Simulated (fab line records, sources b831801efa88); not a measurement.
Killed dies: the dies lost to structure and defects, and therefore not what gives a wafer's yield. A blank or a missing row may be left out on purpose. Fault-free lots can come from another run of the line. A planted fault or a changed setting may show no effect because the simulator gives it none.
Which of the tools did it? :: flow sky130 :: 11 lots with 31 wafers sampled at 3 steps, on a route of 708 steps

== WHAT THE GAUGES READ, wafer by wafer ==
SKY_CONTACT_THK_MEAS_03.
lot: L567
measured: day 29 00:46
on: film_metro-03
CONTACT_HDPCVD_THK (nm): 569 563 562

lot: L569
measured: day 31 08:34
on: film_metro-01
CONTACT_HDPCVD_THK (nm): 558 556 554

lot: L570
measured: day 32 07:16
on: film_metro-03
CONTACT_HDPCVD_THK (nm): 558 562 555

lot: L574
measured: day 33 10:58
on: film_metro-03
CONTACT_HDPCVD_THK (nm): 567 562 552

lot: L576
measured: day 34 03:07
on: film_metro-01
CONTACT_HDPCVD_THK (nm): 556 497 557 497

lot: L578
measured: day 34 13:35
on: film_metro-01
CONTACT_HDPCVD_THK (nm): 498 504 498 504

lot: L586
measured: day 36 18:07
on: film_metro-04
CONTACT_HDPCVD_THK (nm): 557 568 564

lot: L587
measured: day 37 08:38
on: film_metro-03
CONTACT_HDPCVD_THK (nm): 568 564 567

lot: L588
measured: day 38 04:23
on: film_metro-03
CONTACT_HDPCVD_THK (nm): 559 562 558

lot: L589
measured: day 38 06:56
on: film_metro-01
CONTACT_HDPCVD_THK (nm): 566 557 563

lot: L590
measured: day 38 10:41
on: film_metro-03
CONTACT_HDPCVD_THK (nm): 564 562 559

== WHAT TOOL EACH LOT RAN ON (gives the tool, then ch and the chambers of the sampled wafers, and finally the start) ==
lot: L567
SKY_LI_CONTACT_ETCH_15: rie_diel-02 ch 0,1, day 27 17:01
SKY_CONTACT_HDPCVD_02: hdpcvd-02 ch 1,2, day 29 00:43

lot: L569
SKY_LI_CONTACT_ETCH_15: rie_diel-03 ch 0,1,3, day 30 01:51
SKY_CONTACT_HDPCVD_02: hdpcvd-02 ch 0,1,2, day 31 08:29

lot: L570
SKY_LI_CONTACT_ETCH_15: rie_diel-04 ch 2,3, day 31 01:51
SKY_CONTACT_HDPCVD_02: hdpcvd-01 ch 0,1,2, day 32 07:12

lot: L574
SKY_LI_CONTACT_ETCH_15: rie_diel-02 ch 0,1,3, day 32 07:04
SKY_CONTACT_HDPCVD_02: hdpcvd-02 ch 0,1,2, day 33 10:53

lot: L576
SKY_LI_CONTACT_ETCH_15: rie_diel-02 ch 1,2, day 33 00:45
SKY_CONTACT_HDPCVD_02: hdpcvd-01 ch 1,2, day 34 03:02

lot: L578
SKY_LI_CONTACT_ETCH_15: rie_diel-02 ch 0,2, day 33 12:01
SKY_CONTACT_HDPCVD_02: hdpcvd-01 ch 0,2, day 34 13:30

lot: L586
SKY_LI_CONTACT_ETCH_15: rie_diel-03 ch 2,3, day 35 14:53
SKY_CONTACT_HDPCVD_02: hdpcvd-02 ch 0,1,2, day 36 18:03

lot: L587
SKY_LI_CONTACT_ETCH_15: rie_diel-04 ch 0,1,3, day 36 05:22
SKY_CONTACT_HDPCVD_02: hdpcvd-02 ch 0,1, day 37 08:32

lot: L588
SKY_LI_CONTACT_ETCH_15: rie_diel-03 ch 0,1,3, day 37 00:07
SKY_CONTACT_HDPCVD_02: hdpcvd-01 ch 1,2, day 38 04:19

lot: L589
SKY_LI_CONTACT_ETCH_15: rie_diel-03 ch 0,1, day 37 02:39
SKY_CONTACT_HDPCVD_02: hdpcvd-02 ch 1,2, day 38 06:52

lot: L590
SKY_LI_CONTACT_ETCH_15: rie_diel-02 ch 1,2, day 37 07:18
SKY_CONTACT_HDPCVD_02: hdpcvd-01 ch 0,1,2, day 38 10:37
- SKY_LI_CONTACT_ETCH_15: etches PSG in C4F8/O2/Ar, stops on Si, target depth 600 nm.
- SKY_CONTACT_HDPCVD_02: deposits SiO2, target thk 565 nm, time 94.2 s.

== THE ANSWER, worked out from the rows above alone ==
Rule: the usual values come from the lots themselves. The widest of any qualifying gaps counts: lots, ordered by their means at a reading, are off when they make up no more than a third of the lots, leave a main group of 4 or more, and stand apart from it by 3 or more times the standard deviation of that group's means. The tables above print the reading to a certain number of digits; a main group whose means all agree to those digits is not used. A lot without any number at a reading at which 4 lots or more have one is off too. All remaining lots with rows at the step are treated as sound.
Off: L576, L578, at SKY_CONTACT_THK_MEAS_03 (CONTACT_HDPCVD_THK). Main group: mean 561 nm, sd 3.
If a tool, at a process step before that reading, ran all the lots that are off and no sound lot after the first of them, it fits. The gauges at SKY_CONTACT_THK_MEAS_03 are tried like those tools. Not one of the candidates tried fits.

== WHAT THE SIMULATOR HAD INSERTED ==
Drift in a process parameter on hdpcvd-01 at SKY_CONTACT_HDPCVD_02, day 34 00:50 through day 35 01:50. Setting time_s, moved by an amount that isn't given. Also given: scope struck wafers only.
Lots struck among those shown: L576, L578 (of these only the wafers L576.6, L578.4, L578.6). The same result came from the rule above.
